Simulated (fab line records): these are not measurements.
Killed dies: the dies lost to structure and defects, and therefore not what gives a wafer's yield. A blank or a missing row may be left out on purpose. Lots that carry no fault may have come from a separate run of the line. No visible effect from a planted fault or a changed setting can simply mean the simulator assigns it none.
Which tool did it? | flow sky130 | 36 wafers from 12 lots sampled at 2 of the route's 708 steps

== WHAT THE GAUGES READ, wafer by wafer ==
SKY_CONTACT_OVL_MEAS_15.
lot  | measured     | on         | CONTACT_OVL (nm)
L075 | day 31 18:42 | overlay-01 | 6 8 0
L077 | day 32 16:59 | overlay-02 | 8 12 15
L078 | day 32 20:41 | overlay-02 | 0 -4 -6
L081 | day 34 03:41 | overlay-02 | 4 11 3
L083 | day 34 11:35 | overlay-02 | 7 4 5
L084 | day 35 00:21 | overlay-02 | -4 5 1
L087 | day 36 01:26 | overlay-01 | -3 2 -14
L090 | day 36 20:50 | overlay-01 | -3 4 -2
L091 | day 37 00:25 | overlay-01 | -7 -11 -8
L093 | day 38 06:02 | overlay-02 | -4 -7 -7
L095 | day 38 10:41 | overlay-02 | -3 -8 4
L097 | day 38 17:09 | overlay-01 | -3 -2 -1

== TOOL THAT RAN EACH LOT (tool first, then ch and the chambers of the sampled wafers, then the start) ==
lot  | SKY_LI_CONTACT_CMP_24
L075 | cmp-02 ch 1,2,3, day 29 11:01
L077 | cmp-02 ch 0,1,3, day 30 12:24
L078 | cmp-02 ch 1,2, day 30 14:32
L081 | cmp-02 ch 0,2, day 31 20:06
L083 | cmp-01 ch 1,2,3, day 32 04:52
L084 | cmp-02 ch 0,1,3, day 32 18:15
L087 | cmp-02 ch 0,2,3, day 33 18:43
L090 | cmp-02 ch 1,2,3, day 34 15:32
L091 | cmp-01 ch 0,1,2, day 34 19:08
L093 | cmp-01 ch 0,3, day 36 00:45
L095 | cmp-01 ch 1,2,3, day 36 06:22
L097 | cmp-02 ch 0,2, day 36 11:10
- SKY_LI_CONTACT_CMP_24: polishes, stops on PSG, t overpolish 20 s, target thk 0 nm.

== THE ANSWER, worked out from the rows above alone ==
Rule: what is usual is taken from the lots themselves. Put in order of their means at a reading, lots are off if they are a third of the lots or fewer, leave a main group of 4 or more, and stand apart from it by a gap of 3 or more times the standard deviation of the main group's means; of several such gaps the widest counts. A main group whose means are all the same, to the digits that the tables above print for the reading, isn't used. A lot without any number at a reading at which 4 lots or more have one is off too. All remaining lots with rows at the step are treated as sound.
No lot is off at any reading shown: from this, nothing can be told.

== WHAT HAD BEEN PUT IN BY THE SIMULATOR ==
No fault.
